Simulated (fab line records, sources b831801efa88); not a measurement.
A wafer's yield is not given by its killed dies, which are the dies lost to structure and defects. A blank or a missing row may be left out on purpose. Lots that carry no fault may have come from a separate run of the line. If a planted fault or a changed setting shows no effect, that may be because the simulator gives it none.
One fault through the eyes of 2 desks / flow sfqLine / every desk sees just its own numbers, and what lay behind them comes last

== METROLOGY DESK ==
What the gauges read for every lot (on any tool): the sampled wafers with a number, averaged. Marked OUT: a lot whose mean sits more than 4 standard deviations from the usual mean, which makes it out of limits; the brackets give that distance.
Columns: A = M1_NB_RS at SFQ_M1_RS_MEAS_909, usual 0.888 ohm/sq; B = M1_OVL at SFQ_M1_OVL_MEAS_911, usual 0 nm
lot=L688; first seen here=day 18 23:36; A=0.880; B=2
lot=L689; first seen here=day 19 05:37; A=0.901; B=-0
lot=L698; first seen here=day 22 14:12; A=0.881; B=-2
lot=L700; first seen here=day 22 23:46; A=0.894; B=-2
lot=L704; first seen here=day 24 20:47; A=0.883; B=3
lot=L705; first seen here=day 25 00:59; A=0.882; B=-1
Result from this desk: across the 6 lots, nothing is out of limits.

== AT THE TOOL OWNER'S DESK: rieMetal-03 ==
The tool's own readings at SFQ_TRILAYER_M1_BARC_OPEN_METAL_ETCH_054 (etches BARC in O2, target depth 125 nm, time 41.7 s): means of the sampled wafers that have a number, for each lot that ran on this tool. Marked OUT: a lot whose mean sits more than 4 standard deviations from the usual mean, which makes it out of limits; the brackets give that distance.
Columns: A = drypumpMotorCurrentA at SFQ_TRILAYER_M1_BARC_OPEN_METAL_ETCH_054, usual 5.9 A; B = oesProductAu at SFQ_TRILAYER_M1_BARC_OPEN_METAL_ETCH_054, usual 0.684 a.u.
lot=L688; first seen here=day 19 02:04; A=6.4; B=0.684
lot=L698; first seen here=day 28 09:58; A=6.3; B=0.682
lot=L700; first seen here=day 28 18:22; A=6.4; B=0.686
Result from this desk: across the 3 lots, nothing is out of limits.

== PUT TOGETHER ==
Nothing out of limits was seen by the metrology desk.
The tool owner's desk saw nothing out of limits.

== WHAT HAD BEEN PUT IN BY THE SIMULATOR ==
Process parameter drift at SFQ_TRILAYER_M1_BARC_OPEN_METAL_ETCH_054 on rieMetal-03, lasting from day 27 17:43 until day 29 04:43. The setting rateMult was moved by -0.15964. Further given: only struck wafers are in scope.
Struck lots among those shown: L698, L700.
